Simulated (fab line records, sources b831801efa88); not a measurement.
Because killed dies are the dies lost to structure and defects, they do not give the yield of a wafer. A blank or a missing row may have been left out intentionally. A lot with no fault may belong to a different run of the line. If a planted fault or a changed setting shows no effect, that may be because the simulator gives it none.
Which tool was responsible? | flow sky130 | 33 wafers from 11 lots sampled at 6 of the route's 708 steps

WHAT THE GAUGES READ, wafer by wafer
SKY_NWELL_OVL_MEAS_10.
lot  | measured     | on         | NWELL_00_OVL (nm)
L666 | day 5 17:25  | overlay-01 | -1.7 -0.7 -1.1
L667 | day 6 04:50  | overlay-01 | -1.9 -1.6 -1.8
L669 | day 6 13:29  | overlay-01 | -1.6 -0.4 -2.2
L672 | day 6 22:35  | overlay-02 | -0.1 1.1 0.4
L674 | day 7 03:57  | overlay-02 | 1.6 2.2 2.0
L679 | day 8 12:49  | overlay-01 | 0.1 -1.6 0.4
L681 | day 9 02:29  | overlay-02 | 0.9 -1.7 0.0
L682 | day 9 05:07  | overlay-02 | -1.1 0.8 -0.3
L683 | day 9 11:41  | overlay-02 | -1.7 -0.3 -1.3
L684 | day 9 23:50  | overlay-01 | 0.2 -0.5 1.0
L686 | day 10 05:21 | overlay-01 | 1.3 1.4 2.4

SKY_VT_ADJUST_LVTN_OVL_MEAS_07.
lot  | measured     | on         | VT_ADJUST_LVTN_OVL (nm)
L666 | day 8 05:47  | overlay-02 | -0.6 0.0 0.1
L667 | day 8 17:29  | overlay-02 | -2.9 -2.9 -2.1
L669 | day 9 04:35  | overlay-02 | -1.6 -1.5 -3.3
L672 | day 9 15:14  | overlay-01 | -1.0 0.7 -0.6
L674 | day 9 19:06  | overlay-02 | -4.9 -4.9 -3.2
L679 | day 11 11:29 | overlay-02 | -2.1 -2.6 -2.4
L681 | day 12 01:59 | overlay-01 | -2.0 -3.9 -3.1
L682 | day 12 06:11 | overlay-01 | -3.0 -1.0 -2.0
L683 | day 12 11:17 | overlay-01 | -0.3 -1.8 -2.9
L684 | day 13 03:23 | overlay-02 | -1.0 -0.5 -1.9
L686 | day 13 09:21 | overlay-01 | -0.1 1.4 -1.9

SKY_VT_ADJUST_LVTN_OVL_MEAS_18.
lot  | measured     | on         | VT_ADJUST_LVTN_01_OVL (nm)
L666 | day 9 03:32  | overlay-02 | -1.5 0.1 0.3
L667 | day 9 16:50  | overlay-02 | -0.4 0.5 -0.1
L669 | day 10 02:44 | overlay-02 | 0.1 -0.3 -1.7
L672 | day 10 13:41 | overlay-01 | - - -
L674 | day 10 18:24 | overlay-02 | 0.7 -0.6 -0.5
L679 | day 12 12:29 | overlay-01 | -2.1 -0.5 -1.2
L681 | day 13 04:23 | overlay-01 | -1.7 -1.1 -1.3
L682 | day 13 08:59 | overlay-01 | 0.7 -0.7 0.5
L683 | day 13 13:32 | overlay-02 | -0.9 0.4 -2.3
L684 | day 14 05:36 | overlay-01 | -0.1 -0.4 2.5
L686 | day 14 11:51 | overlay-01 | 0.1 0.7 1.6

SKY_VT_ADJUST_LVTN_TW_MEAS_21.
lot  | measured     | on            | VT_ADJUST_LVTN_2_TW
L666 | day 9 03:49  | film-metro-04 | 190.3 190.1 190.9
L667 | day 9 17:08  | film-metro-01 | 189.4 188.3 188.1
L669 | day 10 03:01 | film-metro-04 | 189.8 189.0 190.3
L672 | day 10 13:59 | film-metro-01 | 29.9 30.1 30.2 30.0 30.2 30.0
L674 | day 10 18:41 | film-metro-04 | 190.5 189.6 189.5
L679 | day 12 12:46 | film-metro-03 | 187.0 187.7 187.3
L681 | day 13 04:41 | film-metro-04 | 189.2 189.6 188.5
L682 | day 13 09:16 | film-metro-03 | 187.7 188.0 188.2
L683 | day 13 13:49 | film-metro-01 | 190.3 190.1 190.5
L684 | day 14 05:54 | film-metro-01 | 189.8 190.7 189.9
L686 | day 14 12:09 | film-metro-03 | 186.5 186.9 185.4

WHAT TOOL EACH LOT RAN ON (gives the tool, then ch and the chambers of the sampled wafers, and finally the start)
lot  | SKY_FIELD_ISO_ETCH_14             | SKY_VT_ADJUST_LVTN_EXPOSE_15
L666 | rie-diel-01 ch 0,2, day 2 20:21   | iline-stepper-01 ch 0, day 8 15:19
L667 | rie-diel-02 ch 0,1, day 3 01:31   | iline-stepper-02 ch 0, day 9 06:04
L669 | rie-diel-02 ch 0,1,3, day 3 10:51 | iline-stepper-01 ch 0, day 9 15:42
L672 | rie-diel-02 ch 0,3, day 4 02:50   | iline-stepper-01 ch 0, day 10 02:34
L674 | rie-diel-04 ch 1,2, day 4 12:33   | iline-stepper-01 ch 0, day 10 07:18
L679 | rie-diel-04 ch 0,1,2, day 5 17:09 | iline-stepper-01 ch 0, day 12 00:24
L681 | rie-diel-04 ch 0,2, day 6 06:23   | iline-stepper-02 ch 0, day 12 15:27
L682 | rie-diel-01 ch 1,3, day 6 08:21   | iline-stepper-01 ch 0, day 12 19:10
L683 | rie-diel-04 ch 0,1, day 6 14:23   | iline-stepper-02 ch 0, day 13 00:07
L684 | rie-diel-02 ch 0,2,3, day 6 20:06 | iline-stepper-01 ch 0, day 13 16:44
L686 | rie-diel-04 ch 0,1, day 7 04:25   | iline-stepper-01 ch 0, day 13 22:25
- SKY_FIELD_ISO_ETCH_14: etches BARC in N2/H2, stops on SiO2, time 45.9 s, target depth 60 nm.
- SKY_VT_ADJUST_LVTN_EXPOSE_15: exposes mask HVN STD DERIVED, target cd 600 nm.

WHAT THE TOOLS THEMSELVES READ (means of the sampled wafers that have a number; where no wafer has one, the mark that the record gives instead)
SKY_FIELD_ISO_ETCH_14.
lot  | tool        | drypump-motor-current-A (A) | oes-product-au (a.u.) | throttle-valve-pct (%)
L666 | rie-diel-01 | 5.2                         | 0.854                 | 13.226
L667 | rie-diel-02 | 6.1                         | 0.856                 | 13.229
L669 | rie-diel-02 | 6.2                         | 0.854                 | 13.227
L672 | rie-diel-02 | 6.6                         | 0.859                 | 13.218
L674 | rie-diel-04 | 5.9                         | 0.855                 | 13.215
L679 | rie-diel-04 | 5.4                         | 0.852                 | 13.230
L681 | rie-diel-04 | 5.0                         | 0.852                 | 13.220
L682 | rie-diel-01 | 5.8                         | 0.856                 | 13.224
L683 | rie-diel-04 | 5.9                         | 0.856                 | 13.221
L684 | rie-diel-02 | 6.2                         | 0.857                 | 13.228
L686 | rie-diel-04 | 5.5                         | 0.851                 | 13.217

THE ANSWER, worked out from the rows above alone
Rule: usual is defined by the lots themselves. The widest of any qualifying gaps counts: lots, ordered by their means at a reading, are off when they make up no more than a third of the lots, leave a main group of 4 or more, and stand apart from it by 3 or more times the standard deviation of that group's means. Not used: any main group whose means are identical at the precision the tables above print for the reading. A lot without any number at a reading at which 4 lots or more have one is off too. Any other lot the step has rows for is counted as sound. First the gauges in route order, then the tools' own readings, where a lot's mean is used as printed above. The first step at which some lot is off is used, and at that step the reading that is off furthest; a lot without a number counts as furthest.
Off: L672, seen at SKY_VT_ADJUST_LVTN_OVL_MEAS_18 (VT_ADJUST_LVTN_01_OVL). Without a number there: L672. For the main group the mean is -0.3 nm and the standard deviation 0.71.
A tool fits if, at a process step before that reading, it ran every lot that is off, and no sound lot after the first of them. Not tried: the gauges at SKY_VT_ADJUST_LVTN_OVL_MEAS_18; whatever is off there is also off at SKY_VT_ADJUST_LVTN_TW_MEAS_21, on other tools, and gauge error can't account for it. No candidate that was tried fits.

WHAT THE SIMULATOR HAD PUT IN
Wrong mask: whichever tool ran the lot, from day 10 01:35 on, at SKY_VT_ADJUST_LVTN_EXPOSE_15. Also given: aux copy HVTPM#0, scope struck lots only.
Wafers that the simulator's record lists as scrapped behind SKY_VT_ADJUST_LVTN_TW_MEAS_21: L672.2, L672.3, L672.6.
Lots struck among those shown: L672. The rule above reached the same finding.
